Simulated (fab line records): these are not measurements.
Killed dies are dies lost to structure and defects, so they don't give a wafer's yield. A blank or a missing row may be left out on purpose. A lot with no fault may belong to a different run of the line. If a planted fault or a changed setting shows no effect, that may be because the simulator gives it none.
The tool behind it: which one? -- flow sky130 -- at 1 step of a route of 708, 12 lots with 36 wafers sampled

## WHAT THE GAUGES READ, wafer by wafer
SKY_NWELL_THK_MEAS_02.
lot,measured,on,NWELL_OXIDATION_THK (nm)
L075,day 2 18:53,film metro-01,9.80 9.87 9.71
L077,day 3 03:30,film metro-02,9.92 10.03 9.98
L079,day 3 13:11,film metro-01,9.69 9.69 9.76
L081,day 4 01:01,film metro-02,10.08 9.83 10.18
L083,day 4 11:02,film metro-03,10.14 10.03 10.00
L085,day 5 03:58,film metro-02,9.95 9.92 10.02
L087,day 5 10:19,film metro-02,9.92 10.19 9.99
L089,day 5 20:56,film metro-01,9.86 9.77 9.81
L091,day 6 09:12,film metro-02,10.10 9.92 10.02
L093,day 6 15:46,film metro-03,10.19 10.01 10.20
L095,day 7 11:04,film metro-02,9.79 9.82 9.76
L097,day 7 15:10,film metro-01,9.68 9.82 9.67

## EACH LOT AND THE TOOL THAT RAN IT (in order: tool; ch and the chambers of the sampled wafers; start)
The record holds no process step before these readings.

## THE ANSWER, worked out from the rows above alone
Rule: what is usual is taken from the lots themselves. Put in order of their means at a reading, lots are off if they are a third of the lots or fewer, leave a main group of 4 or more, and stand apart from it by a gap of 3 or more times the standard deviation of the main group's means; of several such gaps the widest counts. A main group whose means are all the same, to the digits that the tables above print for the reading, isn't used. Also off: a lot with no number at a reading for which 4 or more lots have one. The other lots that the step has rows for count as sound.
None of the lots is off at any reading shown; this tells nothing.

## WHAT HAD BEEN PUT IN BY THE SIMULATOR
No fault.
